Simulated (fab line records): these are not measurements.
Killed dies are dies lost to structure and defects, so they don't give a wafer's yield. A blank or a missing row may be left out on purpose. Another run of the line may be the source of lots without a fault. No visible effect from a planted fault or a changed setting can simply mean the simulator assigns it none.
Which tool did it? | flow gf180mcu | 7 lots with 21 wafers sampled at 4 steps, on a route of 602 steps

## WHAT THE GAUGES READ, wafer by wafer
GF_V5_OVL_MEAS_15.
lot  | measured     | on         | V5_OVL (nm)
L721 | day 27 06:56 | overlay-02 | 4 13 8
L723 | day 28 08:47 | overlay-01 | 0 7 15
L725 | day 28 19:46 | overlay-01 | 6 -2 -4
L736 | day 32 06:07 | overlay-02 | 15 7 14
L739 | day 32 19:38 | overlay-01 | -4 -3 -1
L741 | day 33 07:52 | overlay-01 | 5 0 7
L743 | day 33 12:46 | overlay-02 | 4 3 5

## EACH LOT AND THE TOOL THAT RAN IT (in order: tool; ch and the chambers of the sampled wafers; start)
lot  | GF_VT_IMPLANT_WET_ETCH_50       | GF_M5_STRIP_11                       | GF_V5_CMP_04
L721 | wet-bench-02 ch 2, day 7 18:44  | plasma-asher-03 ch 0,1, day 26 09:37 | cmp-01 ch 0,3, day 26 10:26
L723 | wet-bench-01 ch 2, day 8 09:36  | plasma-asher-01 ch 0,1, day 27 11:02 | cmp-01 ch 0,1,2, day 27 12:01
L725 | wet-bench-01 ch 2, day 8 21:21  | plasma-asher-01 ch 0,1, day 27 23:20 | cmp-01 ch 0,1,3, day 28 00:08
L736 | wet-bench-02 ch 1, day 12 06:20 | plasma-asher-01 ch 0,1, day 31 12:13 | cmp-01 ch 0,2,3, day 31 13:08
L739 | wet-bench-01 ch 3, day 12 21:33 | plasma-asher-01 ch 0,1, day 32 00:43 | cmp-01 ch 0,1,2, day 32 02:07
L741 | wet-bench-01 ch 1, day 13 19:20 | plasma-asher-01 ch 0,1, day 32 14:32 | cmp-01 ch 1,2, day 32 15:26
L743 | wet-bench-03 ch 1, day 14 00:05 | plasma-asher-03 ch 0,1, day 32 20:01 | cmp-02 ch 0,1, day 32 20:53
- GF_VT_IMPLANT_WET_ETCH_50: etches SiO2 in dHF, target depth 20 nm, time 400 s.
- GF_M5_STRIP_11: strips in O2/N2.
- GF_V5_CMP_04: polishes SiO2.

## THE ANSWER, worked out from the rows above alone
Rule: the usual values come from the lots themselves. The widest of any qualifying gaps counts: lots, ordered by their means at a reading, are off when they make up no more than a third of the lots, leave a main group of 4 or more, and stand apart from it by 3 or more times the standard deviation of that group's means. A main group whose means are all the same, to the digits that the tables above print for the reading, isn't used. A lot without any number at a reading at which 4 lots or more have one is off too. Any other lot the step has rows for is counted as sound.
No lot is off at any reading shown: from this, nothing can be told.

## WHAT THE SIMULATOR PUT IN
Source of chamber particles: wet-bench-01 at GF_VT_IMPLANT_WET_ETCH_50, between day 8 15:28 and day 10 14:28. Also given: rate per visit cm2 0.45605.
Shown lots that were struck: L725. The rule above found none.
